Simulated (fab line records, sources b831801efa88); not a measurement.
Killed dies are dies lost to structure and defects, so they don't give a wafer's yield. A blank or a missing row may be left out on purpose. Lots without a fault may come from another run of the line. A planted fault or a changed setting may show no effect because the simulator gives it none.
One fault seen from 2 desks | flow gf180mcu | each desk has only its own numbers; what lay behind them comes last

THE TOOL OWNER'S DESK: implanter-04
The tool's own readings at GF_DNWELL_IMPLANT_07: means of the sampled wafers that have a number, for each lot that ran on this tool. A lot is out of limits, marked OUT, if its mean lies more than 4 standard deviations from the usual mean; the brackets give that distance.
Columns: A = dose_ions_cm2 at GF_DNWELL_IMPLANT_07, usual 1e+13; B = faraday_current_uA at GF_DNWELL_IMPLANT_07, usual 56.3
lot  | first seen here | A                       | B
L707 | day 3 21:26     | 1e+13                   | 56.9
L712 | day 4 17:05     | 5e+12 (-99 or more) OUT | 29.8 (-24) OUT
L713 | day 4 21:11     | 5e+12 (-99 or more) OUT | 30.3 (-24) OUT
This desk's finding: out of limits on L712, L713; first on L712, day 4 17:05 (dose_ions_cm2 at GF_DNWELL_IMPLANT_07). In limits: L707.

THE METROLOGY DESK
What the gauges read, lot by lot, whatever tool the lot ran on: means of the sampled wafers that have a number. A lot is out of limits, marked OUT, if its mean lies more than 4 standard deviations from the usual mean; the brackets give that distance.
Columns: A = DNWELL_TW at GF_DNWELL_TW_MEAS_09, usual 1350; B = NWELL_TW at GF_NWELL_TW_MEAS_11, usual 1577; C = MVPSD_TW at GF_MVPSD_TW_MEAS_11, usual 554
lot  | first seen here | A              | B    | C
L704 | day 3 13:11     | 1340           | 1584 | 548
L706 | day 3 21:22     | 1342           | 1559 | 549
L707 | day 3 21:41     | 1340           | 1587 | 556
L712 | day 4 17:20     | 1118 (-18) OUT | 1580 | 549
L713 | day 4 21:26     | 1126 (-17) OUT | 1587 | 551
L718 | day 5 21:38     | 1367           | 1562 | 548
L719 | day 6 02:10     | 1370           | 1580 | 559
L720 | day 6 08:09     | 1348           | 1587 | 557
L721 | day 6 12:07     | 1356           | 1569 | 559
L723 | day 6 22:23     | 1357           | 1561 | 559
L725 | day 7 09:54     | 1346           | 1590 | 557
L726 | day 7 13:57     | 1328           | 1585 | 558
L727 | day 7 19:34     | 1337           | 1589 | 550
This desk's finding: out of limits on L712, L713; first on L712, day 4 17:20 (DNWELL_TW at GF_DNWELL_TW_MEAS_09). In limits: L704, L706, L707, L718, L719, L720, L721, L723, L725, L726, L727.

PUT TOGETHER
The tool owner's desk could have raised an alarm at day 4 17:05, on L712, L713.
The metrology desk could have raised an alarm at day 4 17:20, on L712, L713.
Of the lots named, all ran GF_DNWELL_IMPLANT_07 on implanter-04.

WHAT THE SIMULATOR HAD PUT IN
Process parameter drift: implanter-04, from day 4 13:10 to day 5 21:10, at GF_DNWELL_IMPLANT_07. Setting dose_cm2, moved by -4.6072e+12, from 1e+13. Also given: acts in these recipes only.
Lots struck among those shown: L712, L713.
Hours from the fault's start to each desk's first reading out of limits: the tool owner's desk, 4; the metrology desk, 4.
